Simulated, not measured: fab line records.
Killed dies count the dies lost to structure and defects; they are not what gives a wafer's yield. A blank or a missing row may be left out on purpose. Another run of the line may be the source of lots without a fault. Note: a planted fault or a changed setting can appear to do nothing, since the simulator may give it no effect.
8D (eight disciplines) problem report, filled in by code || flow sky130 || the parts of the form that need people (team, actions taken, sign-off) are left out

1. WHAT IS WRONG
Mean of strip-time-to-endpoint-s at SKY_VT_ADJUST_PCH_STRIP_09: 41.12 s across 6 wafers in 2 lots; on wafers with no fault it is 36.98 s (standard deviation 0.097). That puts it +43 standard deviations away from the usual mean.
The step: strips in O2/N2.
The first sign was on wafer L342.1 at day 16 13:50, on plasma-asher-04. At this step, 39 wafers from 13 lots have a number in the record. Rule for "out" (also "out of limits"): further than 4 standard deviations from the usual mean. The rest of the wafers with a number are treated as sound.

2. WHAT THIS IS AND IS NOT
{"question": "which readings at this step", "is": "strip-time-to-endpoint-s, oes-product-au", "is not": "drypump-motor-current-A"}
{"question": "which lots", "is": "L341, L342", "is not": "L324, L325, L326, L328, L329, L332, L333, L334, L335, L336, L338"}
{"question": "which wafers of those lots", "is": "all that have a number", "is not": "-"}
{"question": "read on which tools", "is": "plasma-asher-04", "is not": "plasma-asher-02, plasma-asher-03"}
{"question": "when", "is": "from day 16 13:50", "is not": "up to then (33 sound wafers)"}

3. THE SUSPECTS, EACH WITH WHAT RULES IT OUT
Counting: any tool at a process step up to the reading is kept as a suspect provided that every lot that is out went through it and no sound lot did after the first of them.
- plasma-asher-04 at SKY_VT_ADJUST_PCH_STRIP_09 (strips in O2/N2): kept. It ran every lot that is out, first L342 (day 16 13:50), and no sound lot after that; its last sound lot up to then is L338 (day 15 11:14). Out on those wafers are its own readings of oes-product-au, strip-time-to-endpoint-s.
Remaining after the count: plasma-asher-04 at SKY_VT_ADJUST_PCH_STRIP_09.

4. THE CAUSE (what the simulator had put in)
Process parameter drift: plasma-asher-04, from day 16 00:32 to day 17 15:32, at SKY_VT_ADJUST_PCH_STRIP_09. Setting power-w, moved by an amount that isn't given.
This tool alone remained once counting was done.

5. SEQUENCE OF EFFECTS, ordered by route
Rows list readings where the struck wafers' mean (over those with a number) sits beyond 3 standard deviations from the usual. Only readings for which the record gives a usual standard deviation are gone through. hours: the time from each lot's start at the first step in this table that gives one to its start at this step, as a median over the lots. sigmas: the change in usual standard deviations.
{"hours": 0, "step": "SKY_VT_ADJUST_PCH_STRIP_09", "reading": "oes-product-au", "usual": "0.722 a.u.", "on struck wafers": 0.671, "change": -0.051, "sigmas": -9.7}
{"hours": 0, "step": "SKY_VT_ADJUST_PCH_STRIP_09", "reading": "strip-time-to-endpoint-s", "usual": "36.98 s", "on struck wafers": 41.12, "change": "+4.14", "sigmas": "+43"}
The process steps in it:
- SKY_VT_ADJUST_PCH_STRIP_09: strips in O2/N2.
At these later measuring or inspecting steps, every struck wafer for which the step has a row has a number for every such reading, and none has moved that far: SKY_CONTACT_CD_MEAS_14.

6. WHAT WOULD HAVE CAUGHT IT SOONER
First out-of-limits reading in this record: day 16 13:50, which is 13 hours after fault onset at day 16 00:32.
